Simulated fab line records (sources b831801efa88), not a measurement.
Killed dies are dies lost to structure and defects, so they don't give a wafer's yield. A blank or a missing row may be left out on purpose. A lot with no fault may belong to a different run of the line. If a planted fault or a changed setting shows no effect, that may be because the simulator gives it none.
A lot that was struck, set against a sound lot ; flow sky130 ; 35 out of 708 route steps
Sound: these wafers, L401.1, L401.2, L401.4. Wafers L420.1, L420.5, L420.6 were the ones struck. At the end, the cause is stated.
For every step that has rows: the tool of each side, followed by ch and its chambers, followed by its first start. Under that, the readings that differ: sound wafers ; struck wafers ; difference of the means ; sigmas: that difference in standard deviations of wafers without a fault.
alike: same words and numbers on both sides, and readings whose means sit less than 2 such deviations apart. not compared: any withheld reading, any reading some wafer has no value for, any bound like >300 that may hide the same value, and any number with overlapping values for which the record gives no deviation.
A row with sigmas, a row that says differs or no value, or rows on one side alone: a step with any of these is where the two part. Non-overlapping numbers with no deviation appear without sigmas and do not part them. A reading missing from all wafers of one side parts the sides only when that side holds two or more wafers.

SKY_SD_P_CD_MEAS_07: target cd 380 nm.
  sound on cdSem-02 at day 25 10:46; struck on cdSem-02 at day 32 02:41
  alike: cdNm
SKY_SD_P_OVL_MEAS_08:
  sound on overlay-02 at day 25 10:53; struck on overlay-02 at day 32 02:49
  alike: SD_P_OVL
next, for these wafers, 1 step has no rows: SKY_SD_P_IMPLANT_09.
SKY_SD_P_STRIP_10: strips in O2/N2.
  sound on plasmaAsher-03 ch 0,1, day 25 11:04; struck on plasmaAsher-04 ch 0,1, day 32 02:59
reading;sound;struck;difference;sigmas
drypumpMotorCurrentA (A);6.1 6.5 6.1;5.0 5.0 5.4;-1.1;-2
  alike: oesProductAu, stripTimeToEndpointS
  not compared: rfHoursCounterH
SKY_SD_P_TW_MEAS_11:
  sound on filmMetro-04 at day 25 11:10; struck on filmMetro-02 at day 32 03:05
reading;sound;struck;difference;sigmas
SD_P_TW;2864 2856 2841;2765 2771 2772;-84;-2
then, 7 steps without rows for these wafers: SKY_RES_XHIGH_DEHYDRATE_00 (time 60 s); SKY_RES_XHIGH_HMDS_01 (prime time 62.52 s); SKY_RES_XHIGH_COAT_02 (resist thk 1140 nm); SKY_RES_XHIGH_SOFTBAKE_03 (time 60 s); SKY_RES_XHIGH_EXPOSE_04 (exposes mask URPM, target cd 1270 nm); SKY_RES_XHIGH_PEB_05; SKY_RES_XHIGH_DEVELOP_06 (develop time 60 s).
SKY_RES_XHIGH_IMPLANT_07:
  sound on implanter-03 ch 0, day 26 16:11; struck on implanter-02 ch 0, day 33 05:19
reading;sound;struck;difference;sigmas
faradayCurrentUA;489 509 500;648 675 683;+169;+5
SKY_RES_XHIGH_STRIP_08: strips in O2/N2.
  sound on plasmaAsher-02 ch 0,1, day 26 16:20; struck on plasmaAsher-02 ch 0,1, day 33 05:28
  alike: drypumpMotorCurrentA, oesProductAu, stripTimeToEndpointS
  not compared: rfHoursCounterH
SKY_RES_XHIGH_TW_MEAS_09:
  sound on filmMetro-04 at day 26 16:26; struck on filmMetro-02 at day 33 05:34
reading;sound;struck;difference;sigmas
RES_XHIGH_TW;1646 1641 1642;1538 1535 1549;-102;-5
then, 7 steps without rows for these wafers: SKY_SD_N_DEHYDRATE_00 (time 60 s); SKY_SD_N_HMDS_01 (prime time 60 s); SKY_SD_N_COAT_02 (resist thk 1140 nm); SKY_SD_N_SOFTBAKE_03 (time 60 s); SKY_SD_N_EXPOSE_04 (exposes mask NSDM, target cd 380 nm); SKY_SD_N_PEB_05; SKY_SD_N_DEVELOP_06 (develop time 60 s).
SKY_SD_N_CD_MEAS_07: target cd 380 nm.
  sound on cdSem-02 at day 27 21:11; struck on cdSem-01 at day 34 07:56
  alike: cdNm
SKY_SD_N_OVL_MEAS_08:
  sound on overlay-02 at day 27 21:19; struck on overlay-02 at day 34 08:04
  alike: SD_N_OVL
then, 2 steps without rows for these wafers: SKY_SD_N_IMPLANT_09; SKY_SD_N_IMPLANT_10.
SKY_SD_N_STRIP_11: strips in O2/N2.
  sound on plasmaAsher-04 ch 0,1, day 27 21:39; struck on plasmaAsher-04 ch 0,1, day 34 08:24
  alike: drypumpMotorCurrentA, oesProductAu, stripTimeToEndpointS
  not compared: rfHoursCounterH
SKY_SD_N_TW_MEAS_12:
  sound on filmMetro-01 at day 27 21:45; struck on filmMetro-02 at day 34 08:30
reading;sound;struck;difference;sigmas
SD_N_TW;4021 4022 4022;3891 3891 3876;-136;-2
then, 1 step without rows for these wafers: SKY_SD_N_CLEAN_13 (cleans in SC1/SC2, time 150 s).
SKY_SD_N_RTA_14: time 2 s.
  sound on rtpAnneal-01 ch 0, day 27 21:52; struck on rtpAnneal-02 ch 0, day 34 08:37
  alike: lampPowerPct, wafer_temp_C_max
SKY_SD_N_RS_MEAS_16: uses a four-point probe to measure.
  sound on filmMetro-02 at day 27 22:02; struck on filmMetro-04 at day 34 08:47
  alike: SD_N_RS
SKY_SD_N_RS_MEAS_17: uses a four-point probe to measure.
  sound on filmMetro-02 at day 27 22:09; struck on filmMetro-04 at day 34 08:54
  alike: SD_P_RS
SKY_SD_N_RS_MEAS_18: uses a four-point probe to measure.
  sound on filmMetro-02 at day 27 22:16; struck on filmMetro-04 at day 34 09:01
reading;sound;struck;difference;sigmas
RES_XHIGH_RS (ohm/sq);332.5 333.3 333.4;371.5 372.8 372.3;+39.1;+30
then, 1 step without rows for these wafers: SKY_SALICIDE_CLEAN_00 (cleans in HF-last, time 30 s).
-- the record jumps here: 16 days lie between the struck wafers' starts before and after (it left off in module SALICIDE and takes up again in module PAD_OPEN, whose first step shown is number 708 of the route) --
SKY_PAD_OPEN_PROBE_99:
  sound on prober-01 at day 45 18:53; struck on prober-02 at day 50 08:01
reading;sound;struck;difference;sigmas
model.etest.resXhighPo.lineOhmUm;6063 6258 6041;7381 7250 7355;+1208;
model.etest.resXhighPo.rsOhmSq;2093 2153 2100;2606 2548 2626;+478;
model.etest.resXhighPo.rsOhmSqRange;62.79 38.92 40.85;179.8 117.3 133.5;+96.0;
  alike: killed_at_M0_to_M3, killed_at_M4_up, killedAtContacts, killedAtFrontEnd, killedAtOther, killedDies, killedOpen, killedShort

WHERE THEY PART
At SKY_SD_P_STRIP_10 first; at SKY_SD_N_RS_MEAS_18 last (within this record only). Later steps at which nothing parts them and some readings are alike: SKY_PAD_OPEN_PROBE_99.

WHY: what had been put in by the simulator
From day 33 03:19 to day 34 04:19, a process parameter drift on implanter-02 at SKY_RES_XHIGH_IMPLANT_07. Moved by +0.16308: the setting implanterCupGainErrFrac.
